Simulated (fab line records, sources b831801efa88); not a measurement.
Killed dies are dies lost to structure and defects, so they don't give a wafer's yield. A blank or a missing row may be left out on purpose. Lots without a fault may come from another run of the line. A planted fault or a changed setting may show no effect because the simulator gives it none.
One fault seen from 2 desks | flow gf180mcu | each desk has only its own numbers; what lay behind them comes last

THE METROLOGY DESK
What the gauges read, lot by lot, whatever tool the lot ran on: means of the sampled wafers that have a number. A lot is out of limits, marked OUT, if its mean lies more than 4 standard deviations from the usual mean; the brackets give that distance.
Columns: A = cd_nm at GF_PSD_CD_MEAS_07, usual 400.8 nm; B = CONTACT_CVD_00_THK at GF_CONTACT_THK_MEAS_01, usual 300 nm; C = CONTACT_OVL at GF_CONTACT_OVL_MEAS_15, usual 0 nm
lot  | first seen here | A     | B             | C
L888 | day 14 13:24    | 402.3 | 301           | 5
L889 | day 14 20:37    | 402.2 | 301           | 1
L891 | day 15 09:33    | 397.7 | 298           | -1
L892 | day 15 13:56    | 401.0 | 298           | 0
L893 | day 16 03:39    | 402.6 | 297           | -9
L894 | day 16 06:41    | 400.8 | 296           | -1
L897 | day 17 05:44    | 401.0 | 301           | -4
L898 | day 17 12:30    | 401.3 | 302           | 4
L901 | day 19 00:55    | 400.9 | 249 (-12) OUT | 6
L902 | day 19 05:23    | 401.0 | 252 (-12) OUT | 4
L908 | day 21 08:23    | 400.3 | 303           | 1
L910 | day 22 01:05    | 400.1 | 297           | 1
L911 | day 22 02:58    | 396.4 | 299           | -6
This desk's finding: out of limits on L901, L902; first on L901, day 20 03:09 (CONTACT_CVD_00_THK at GF_CONTACT_THK_MEAS_01). In limits: L888, L889, L891, L892, L893, L894, L897, L898, L908, L910, L911.

THE TOOL OWNER'S DESK: hdpcvd-02
The tool's own readings at GF_CONTACT_CVD_00 (deposits SiO2, target thk 300 nm, time 50 s): means of the sampled wafers that have a number, for each lot that ran on this tool. A lot is out of limits, marked OUT, if its mean lies more than 4 standard deviations from the usual mean; the brackets give that distance.
Columns: A = sih4_flow_sccm at GF_CONTACT_CVD_00, usual 60.00 sccm
lot  | first seen here | A
L888 | day 15 12:29    | 59.99
L889 | day 15 19:37    | 60.09
L892 | day 16 12:52    | 60.00
L898 | day 18 13:38    | 59.80
L901 | day 20 03:05    | 50.10 (-55) OUT
L902 | day 20 07:49    | 50.00 (-56) OUT
L911 | day 23 03:19    | 59.67
This desk's finding: out of limits on L901, L902; first on L901, day 20 03:05 (sih4_flow_sccm at GF_CONTACT_CVD_00). In limits: L888, L889, L892, L898, L911.

PUT TOGETHER
The tool owner's desk could have raised an alarm at day 20 03:05, on L901, L902.
The metrology desk could have raised an alarm at day 20 03:09, on L901, L902.
Of the lots named, all ran GF_CONTACT_CVD_00 on hdpcvd-02.

WHAT THE SIMULATOR HAD PUT IN
Process parameter drift: hdpcvd-02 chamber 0, from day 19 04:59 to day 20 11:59, at GF_CONTACT_CVD_00. Setting sih4_flow_sccm, moved by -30, from 60. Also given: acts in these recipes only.
Lots struck among those shown: L901, L902.
Hours from the fault's start to each desk's first reading out of limits: the tool owner's desk, 22; the metrology desk, 22.
